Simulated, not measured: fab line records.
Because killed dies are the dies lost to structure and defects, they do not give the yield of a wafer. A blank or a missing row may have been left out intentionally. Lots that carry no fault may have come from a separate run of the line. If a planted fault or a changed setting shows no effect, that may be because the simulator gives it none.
fab line records    flow sky130    part 2 of 2: steps 27 to 36 of 36
record: lots: 5  wafers: 15  last_day: 49
route steps=708 shown METAL2@497 VIA2@507 METAL3@532
lots that met no fault: taken from a fault-free run of the same line
start_h: hours from the record's first day to the start of the lot's first wafer shown    wait_h: hours elapsed since this lot's preceding step    " as in the row above    L1.1+2: one row covering several wafers at once    - no value, or no start was given    * or withheld: withheld    < > ~ a bound
route shown NAME@n: names a module that has steps shown in the file, with the first one's number in the route    usual: mean and standard deviation over wafers with no fault    same: alike in all rows    chamber/n: place in a boat    sites: the reading at each site    _std_site: how widely they spread, as a standard deviation    _edge_site: the outer-site mean with the inner-site mean subtracted    radius_mm: for every site, how far away it sits from the centre of the wafer    mask NAME#n: copy n    behind: the most recent tool/chamber to have shaped the wafer    hold: why the lot went on hold/how many hours it stayed there/how the hold came to an end    device: the n, p or np transistor that did not switch    end of line: tests of these same wafers at the route's end    where a step has no rows: the recipe by itself    killed: at the first sort, the dies lost to defects and structure; wafer yield is something else    map: dies across one wafer; x = killed, . = not, _ = none there
set.NAME: the setting that was run; set.NAME@STEP: the one run at that earlier step    model.NAME: the simulator's own value behind a step, which no gauge read
certain route steps with their lots: each step a table, each wafer a row
services: a tool's chamber out of use, with start hour (start_h, from the record's first day; less than 0 if before it), hours out, and reason
== steps ==
step: SKY_VIA2_STRIP_16
recipe: chemistry: O2/N2  power_w: 1400  pressure_mtorr: 1500  platen_temp_c: withheld  o2_flow_sccm: 3000  n2_flow_sccm: 300  overash_fraction: 0.5
usual: drypump_motor_current_A: 5.6/0.33  o2_flow_sccm: 3000/9.3  oes_product_au: 0.399/0.005  strip_time_to_endpoint_s: 4.064/0.023
lot.wafer  tool             chamber  start_h  wait_h  drypump_motor_current_A  o2_flow_sccm  oes_product_au  rf_hours_counter_h  strip_time_to_endpoint_s
L074.1     plasma_asher-03  1        834.02   0.0     5.9                      2999          0.397           97                  4.035
L074.2     "                0        "        "       6.0                      2987          0.402           97                  4.057
L074.4     "                1        "        "       5.9                      2998          0.395           -                   4.045
L084.4     plasma_asher-01  1        931.88   0.1     5.4                      2984          0.397           -                   4.064
L084.5     "                1        "        "       5.4                      2995          0.404           -                   4.059
L084.6     "                0        "        "       5.6                      2989          0.399           -                   4.056
L089.1     plasma_asher-01  0        952.28   0.0     5.6                      3006          0.391           79                  4.021
L089.3     "                1        "        "       5.4                      3000          0.402           -                   4.069
L089.6     "                1        "        "       5.5                      2992          0.401           -                   4.046
L090.2     plasma_asher-04  0        956.82   0.0     5.0                      2987          0.397           54                  4.027
L090.4     "                0        "        "       5.0                      2995          0.402           -                   4.046
L090.6     "                0        "        "       5.0                      3013          0.401           -                   4.044
L092.1     plasma_asher-01  1        972.00   0.0     5.4                      2984          0.403           81                  4.063
L092.4     "                1        "        "       5.4                      3001          0.403           -                   4.058
L092.5     "                0        "        "       5.7                      3005          0.396           -                   4.060
step: SKY_VIA2_STRIP_17
recipe: chemistry: post_etch_residue_remover  time_s: 1200  temp_c: 72.5
usual: bath_guard_temp_C: 72.6/0.37
same: time_s: 1200
lot.wafer  tool          chamber  start_h  wait_h  bath_guard_temp_C
L074.1     wet_bench-01  3        834.12   0.1     72.0
L074.2     "             3        "        "       72.3
L074.4     "             3        "        "       72.6
L084.4     wet_bench-03  3        931.95   0.0     71.9
L084.5     "             3        "        "       72.1
L084.6     "             3        "        "       72.5
L089.1     wet_bench-03  3        952.38   0.1     72.3
L089.3     "             3        "        "       72.3
L089.6     "             3        "        "       72.3
L090.2     wet_bench-03  2        956.92   0.1     72.3
L090.4     "             2        "        "       72.7
L090.6     "             2        "        "       72.6
L092.1     wet_bench-02  2        972.10   0.1     72.6
L092.4     "             2        "        "       73.0
L092.5     "             2        "        "       72.2
step: SKY_VIA2_CLEAN_18
recipe: chemistry: IPA  time_s: 180  temp_c: 25
same: time_s: 180
lot.wafer   tool          chamber  start_h  wait_h
L074.1+2+4  wet_bench-03  0        834.49   0.0
L084.4+5+6  wet_bench-02  1        932.32   0.0
L089.1+3+6  wet_bench-01  3        952.72   0.0
L090.2+4+6  wet_bench-01  2        957.26   0.0
L092.1+4+5  wet_bench-02  3        972.44   0.0
step: SKY_VIA2_CLEAN_19
recipe: chemistry: O3/DIW  dry: n2_spin
lot.wafer   tool          chamber  start_h  wait_h
L074.1+2+4  wet_bench-02  3        834.55   0.0
L084.4+5+6  wet_bench-03  0        932.38   0.0
L089.1+3+6  wet_bench-03  3        952.78   0.0
L090.2+4+6  wet_bench-03  1        957.32   0.0
L092.1+4+5  wet_bench-02  1        972.50   0.0
step: SKY_VIA2_SPUTTER_20
recipe: material: TiN  target_thk_nm: 20  chamber_pressure_pa: 5  power_w: 4000  time_s: 80
usual: throttle_valve_pct: 30.2/0.92
same: time_s: 80
lot.wafer  tool            chamber  start_h  wait_h  throttle_valve_pct
L074.1     pvd_sputter-02  -        834.64   0.0     31.2
L074.2     "               -        "        "       29.5
L074.4     "               -        "        "       29.7
L084.4     pvd_sputter-02  -        932.48   0.0     29.5
L084.5     "               -        "        "       29.7
L084.6     "               -        "        "       31.2
L089.1     pvd_sputter-04  -        952.87   0.0     29.6
L089.3     "               -        "        "       30.7
L089.6     "               -        "        "       31.1
L090.2     pvd_sputter-03  -        957.41   0.0     30.4
L090.4     "               -        "        "       31.3
L090.6     "               -        "        "       31.5
L092.1     pvd_sputter-02  -        972.59   0.0     29.8
L092.4     "               -        "        "       31.2
L092.5     "               -        "        "       29.6
step: SKY_VIA2_CVD_21
recipe: material: W  target_thk_nm: 420  time_s: 126.4  temp_c: 400  pressure_torr: 40
usual: heater_power_w: 789/73
same: time_s: 126.4
lot.wafer  tool      chamber  start_h  wait_h  heater_power_w
L074.1     cvd_w-02  1        834.70   0.0     832
L074.2     "         0        "        "       770
L074.4     "         1        "        "       847
L084.4     cvd_w-02  1        932.58   0.1     830
L084.5     "         0        "        "       770
L084.6     "         1        "        "       838
L089.1     cvd_w-01  0        952.93   0.0     848
L089.3     "         1        "        "       661
L089.6     "         0        "        "       836
L090.2     cvd_w-01  0        957.47   0.0     827
L090.4     "         1        "        "       685
L090.6     "         0        "        "       832
L092.1     cvd_w-02  1        972.65   0.0     813
L092.4     "         0        "        "       777
L092.5     "         1        "        "       835
step: SKY_VIA2_RS_MEAS_22
recipe: thk_meas_gauge: four-point-probe  reads: W_of_VIA2_CVD_21+TiN_of_VIA2_SPUTTER_20
usual: VIA2_W_RS: 0.273/0.0043
lot.wafer  tool           chamber  start_h  wait_h  VIA2_W_RS[ohm/sq]
L074.1     film_metro-03  -        834.83   0.1     0.276
L074.2     "              -        "        "       0.277
L074.4     "              -        "        "       0.276
L084.4     film_metro-01  -        932.73   0.1     0.280
L084.5     "              -        "        "       0.276
L084.6     "              -        "        "       0.277
L089.1     film_metro-02  -        953.06   0.1     0.269
L089.3     "              -        "        "       0.269
L089.6     "              -        "        "       0.265
L090.2     film_metro-02  -        957.62   0.1     0.269
L090.4     "              -        "        "       0.266
L090.6     "              -        "        "       0.267
L092.1     film_metro-01  -        972.78   0.1     0.275
L092.4     "              -        "        "       0.274
L092.5     "              -        "        "       0.274
step: SKY_VIA2_THK_MEAS_23
recipe: thk_meas_gauge: xrf  reads: W_of_VIA2_CVD_21
usual: VIA2_W_THK: 422/8.3
lot.wafer  tool           chamber  start_h  wait_h  VIA2_W_THK[nm]
L074.1     film_metro-03  -        834.95   0.1     412
L074.2     "              -        "        "       410
L074.4     "              -        "        "       411
L084.4     film_metro-01  -        932.82   0.1     410
L084.5     "              -        "        "       420
L084.6     "              -        "        "       415
L089.1     film_metro-02  -        953.18   0.1     418
L089.3     "              -        "        "       416
L089.6     "              -        "        "       422
L090.2     film_metro-02  -        957.73   0.1     418
L090.4     "              -        "        "       420
L090.6     "              -        "        "       423
L092.1     film_metro-01  -        972.90   0.1     419
L092.4     "              -        "        "       418
L092.5     "              -        "        "       419
step: SKY_VIA2_CMP_24
recipe: stop_on: SiO2  t_overpolish_s: 20  down_force_psi: 3.5  platen_rpm: 60  target_thk_nm: 0  pad_velocity_m_s: 0.94248
usual: motor_current_A: 11.2/1.1  overpolish_run_s: 19.999/0.0092  time_to_endpoint_s: 101/3.3
lot.wafer  tool    chamber  start_h  wait_h  motor_current_A  overpolish_run_s  time_to_endpoint_s
L074.2     cmp-02  0        835.01   0.0     10.2             19.991            104
L074.4     "       1        "        "       12.3             19.994            103
L074.1     "       3        "        "       10.9             19.989            101
L084.4     cmp-02  0        932.85   0.0     10.6             19.989            99
L084.5     "       0        "        "       10.3             19.999            96
L084.6     "       1        "        "       12.6             19.977            97
L089.1     cmp-02  0        953.34   0.1     10.3             20.009            97
L089.3     "       1        "        "       12.7             19.982            98
L089.6     "       3        "        "       10.5             19.991            103
L090.4     cmp-02  0        957.83   0.1     10.4             19.992            106
L090.2     "       1        "        "       12.7             20.006            102
L090.6     "       3        "        "       10.6             20.006            102
L092.1     cmp-01  1        974.54   1.6     12.3             19.992            101
L092.4     "       2        "        "       10.4             19.991            100
L092.5     "       2        "        "       9.9              19.997            100
step: SKY_METAL3_SPUTTER_00
recipe: material: Ti  target_thk_nm: 15  power_w: 3000  time_s: 10  chamber_pressure_pa: 0.4
usual: throttle_valve_pct: 30.1/1.1
same: time_s: 10
lot.wafer  tool            chamber  start_h  wait_h  throttle_valve_pct
L074.1     pvd_sputter-03  -        835.31   0.1     31.4
L074.2     "               -        "        "       31.6
L074.4     "               -        "        "       29.8
L084.4     pvd_sputter-03  -        933.15   0.2     31.0
L084.5     "               -        "        "       30.1
L084.6     "               -        "        "       31.4
L089.1     pvd_sputter-01  -        953.54   0.1     30.5
L089.3     "               -        "        "       30.2
L089.6     "               -        "        "       30.3
L090.2     pvd_sputter-04  -        958.08   0.1     31.2
L090.4     "               -        "        "       27.0
L090.6     "               -        "        "       30.7
L092.1     pvd_sputter-04  -        974.84   0.2     29.5
L092.4     "               -        "        "       30.7
L092.5     "               -        "        "       27.6
== services ==
tool             chamber  start_h  hours  kind
krf_scanner-02   -        780.87   1.3    pm
rie_diel-03      3        784.35   4.3    repair
krf_scanner-02   -        789.63   0.8    pm
hdpcvd-02        -        795.60   0.6    repair
rie_metal-04     -        811.82   2.8    pm
rie_diel-02      0        819.26   1.8    repair
rie_diel-03      3        822.77   11.0   repair
plasma_asher-01  -        832.91   2.8    pm
plasma_asher-02  -        833.90   2.6    repair
rie_diel-03      0        836.64   2.2    repair
pvd_sputter-04   -        843.98   14.7   repair
cmp-02           -        860.25   0.6    repair
rie_diel-02      -        864.44   0.2    repair
cvd_w-02         -        870.64   1.0    repair
cmp-02           -        890.01   0.8    repair
cvd_w-02         -        901.08   6.0    pm
rie_diel-02      2        902.52   7.1    repair
pvd_sputter-04   -        903.38   32.2   repair
rie_metal-02     1        905.05   10.4   repair
cmp-02           -        907.97   0.5    repair
rie_diel-03      0        919.19   15.4   repair
wet_bench-01     -        926.45   4.4    pm
rie_diel-02      0        962.38   44.1   repair
cmp-02           -        967.95   6.4    pm
